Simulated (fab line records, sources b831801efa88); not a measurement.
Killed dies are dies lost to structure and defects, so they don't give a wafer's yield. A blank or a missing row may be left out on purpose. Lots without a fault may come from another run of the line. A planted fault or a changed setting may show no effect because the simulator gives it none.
Which tool did it? | flow gf180mcu | 7 lots, 21 wafers sampled, at 1 step of a route of 602

WHAT THE GAUGES READ, wafer by wafer
GF_HV_LDD_CD_MEAS_19: target cd 400 nm.
lot  | measured     | on        | cd_nm (nm)
L509 | day 11 04:44 | cd_sem-02 | 401.8 402.3 403.4
L511 | day 11 17:30 | cd_sem-02 | 400.1 399.4 397.3
L519 | day 14 11:08 | cd_sem-02 | 397.0 398.1 395.1
L521 | day 15 00:57 | cd_sem-02 | 405.4 405.4 405.3
L525 | day 16 05:20 | cd_sem-01 | 399.7 400.6 398.8
L527 | day 16 18:22 | cd_sem-01 | 399.4 399.6 400.4
L530 | day 17 16:10 | cd_sem-02 | 400.0 400.0 397.8

WHICH TOOL RAN EACH LOT (tool, then ch and the chambers of the sampled wafers, then the start)
The record holds no process step before these readings.

THE ANSWER, worked out from the rows above alone
Rule: what is usual is taken from the lots themselves. Put in order of their means at a reading, lots are off if they are a third of the lots or fewer, leave a main group of 4 or more, and stand apart from it by a gap of 3 or more times the standard deviation of the main group's means; of several such gaps the widest counts. A main group whose means are all the same, to the digits that the tables above print for the reading, isn't used. A lot without any number at a reading at which 4 lots or more have one is off too. The other lots that the step has rows for count as sound.
No lot is off at any reading shown: from this, nothing can be told.

WHAT THE SIMULATOR HAD PUT IN
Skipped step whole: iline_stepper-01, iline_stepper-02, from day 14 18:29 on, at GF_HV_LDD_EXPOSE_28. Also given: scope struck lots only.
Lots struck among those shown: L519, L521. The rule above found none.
